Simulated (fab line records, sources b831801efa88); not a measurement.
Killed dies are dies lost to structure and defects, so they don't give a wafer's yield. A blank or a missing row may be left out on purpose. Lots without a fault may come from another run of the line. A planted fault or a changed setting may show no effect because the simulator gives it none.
A struck lot beside a sound one | flow sfq_line | 20 steps out of a route of 325
Sound: wafers L358.2, L358.4, L358.6. Struck: wafer L362.5. (L362.1 of the same lot was not struck and is left out.) The cause comes at the end.
At each step with rows: each side's tool, then ch and its chambers, then its first start. Under that, the readings that differ: sound wafers | struck wafers | difference of the means | sigmas: that difference in standard deviations of wafers without a fault.
alike: readings whose means differ by less than 2 such deviations, and words and numbers that are the same on both sides. not compared: withheld readings, readings that some wafer has no value for, bounds like >300 that may hide the same value, and numbers for which the record gives no deviation and whose values overlap.
The two part at a step that has a row with sigmas, a row that says differs or no value, or rows on one side only. Numbers that don't overlap but have no deviation are shown without sigmas and don't part them. A reading that every wafer of one side lacks parts them only if that side has two wafers or more.

first, 3 steps without rows for these wafers: SFQ_TRILAYER_L0_VIA_LITHO_EXPOSE_014 (exposes mask L0V, target cd 700 nm); SFQ_TRILAYER_L0_VIA_LITHO_PEB_016 (peb time 60 s); SFQ_TRILAYER_L0_VIA_LITHO_DEVELOP_015 (time 60 s).
SFQ_L0V_OVL_MEAS_903:
  sound on overlay-01, day 9 23:04; struck on overlay-02, day 11 01:28
  alike: L0V_OVL
SFQ_TRILAYER_L0_VIA_BARC_OPEN_VIA_ETCH_021: etches BARC in O2, target depth 125 nm, time 41.7 s.
  sound on rie_diel-04 ch 1,2,3, day 9 23:05; struck on rie_diel-01 ch 2, day 11 01:29
  alike: bias_w, drypump_motor_current_A, oes_product_au
  not compared: rf_hours_counter_h
SFQ_TRILAYER_L0_VIA_ETCH_VIA_ETCH_016: etches SiO2 in CHF3, stops on MoNx KI, target depth 80 nm.
  sound on rie_diel-04 ch 1,2,3, day 9 23:08; struck on rie_diel-01 ch 2, day 11 01:32
  alike: bias_w, drypump_motor_current_A, oes_product_au
SFQ_TRILAYER_L0_VIA_STRIP_STRIP_017: strips in O2.
  sound on rie_metal-01 ch 0, day 9 23:11; struck on rie_metal-02 ch 0, day 11 01:35
  alike: drypump_motor_current_A, oes_product_au
  not compared: rf_hours_counter_h
then, 2 steps without rows for these wafers: SFQ_TRILAYER_L0_VIA_STRIP_SOLV_CLEAN_018 (cleans in NMP, time 600 s); SFQ_TRILAYER_M0_DEP_PRE_CLEAN_020 (time 15 s).
SFQ_TRILAYER_M0_DEP_SPUTTER_019: material Nb, target thk 200 nm, time 133.3 s.
  sound on pvd_sputter-04, day 9 23:59; struck on pvd_sputter-03, day 11 02:23
  alike: cathode_dc_power_W, throttle_valve_pct
SFQ_M0_RS_MEAS_904: measures by four-point-probe.
  sound on film_metro-03, day 10 00:05; struck on film_metro-03, day 11 02:28
  alike: M0_NB_RS
SFQ_TRILAYER_M0_LITHO_COAT_026: resist thk 62 nm.
  sound on litho_track-01 ch 0, day 10 00:18; struck on litho_track-01 ch 0, day 11 02:39
  reading                                              | sound             | struck | difference | sigmas
  model.BARC_of_TRILAYER_M0_LITHO_COAT_026.thk_nm (nm) | 62.21 62.21 61.99 | 44.92  | -17.22     |
  alike: spin_speed_rpm
then, 5 steps without rows for these wafers: SFQ_TRILAYER_M0_LITHO_COAT_021 (resist thk 600 nm); SFQ_TRILAYER_M0_LITHO_SOFTBAKE_025; SFQ_TRILAYER_M0_LITHO_EXPOSE_022 (exposes mask M0, target cd 500 nm); SFQ_TRILAYER_M0_LITHO_PEB_024 (peb time 60 s); SFQ_TRILAYER_M0_LITHO_DEVELOP_023 (time 60 s).
-- the record jumps here: 5 days lie between the struck wafers' starts before and after --
SFQ_M0_OVL_MEAS_906:
  sound on overlay-01, day 14 12:23; struck on overlay-01, day 16 06:16
  alike: M0_OVL
SFQ_TRILAYER_M0_BARC_OPEN_METAL_ETCH_031: etches BARC in O2, target depth 125 nm, time 41.7 s.
  sound on rie_metal-03 ch 0, day 14 12:26; struck on rie_metal-03 ch 1, day 16 06:18
  reading                  | sound             | struck | difference | sigmas
  oes_product_au (a.u.)    | 0.684 0.685 0.698 | 0.599  | -0.090     | -19
  model.etch.depth_nm (nm) | 62.21 62.21 61.99 | 44.92  | -17.22     |
  alike: bias_w, drypump_motor_current_A
  not compared: rf_hours_counter_h
SFQ_TRILAYER_M0_ETCH_METAL_ETCH_024: etches Nb in Cl2/Ar, stops on SiO2, target depth 240 nm, time 120 s.
  sound on rie_metal-03 ch 0, day 14 12:35; struck on rie_metal-03 ch 1, day 16 06:22
  alike: bias_w, drypump_motor_current_A, oes_product_au
  not compared: rf_hours_counter_h

WHERE THEY PART
Only at SFQ_TRILAYER_M0_BARC_OPEN_METAL_ETCH_031, within this record. Later steps at which nothing parts them and some readings are alike: SFQ_TRILAYER_M0_ETCH_METAL_ETCH_024.

WHY: what the simulator had put in
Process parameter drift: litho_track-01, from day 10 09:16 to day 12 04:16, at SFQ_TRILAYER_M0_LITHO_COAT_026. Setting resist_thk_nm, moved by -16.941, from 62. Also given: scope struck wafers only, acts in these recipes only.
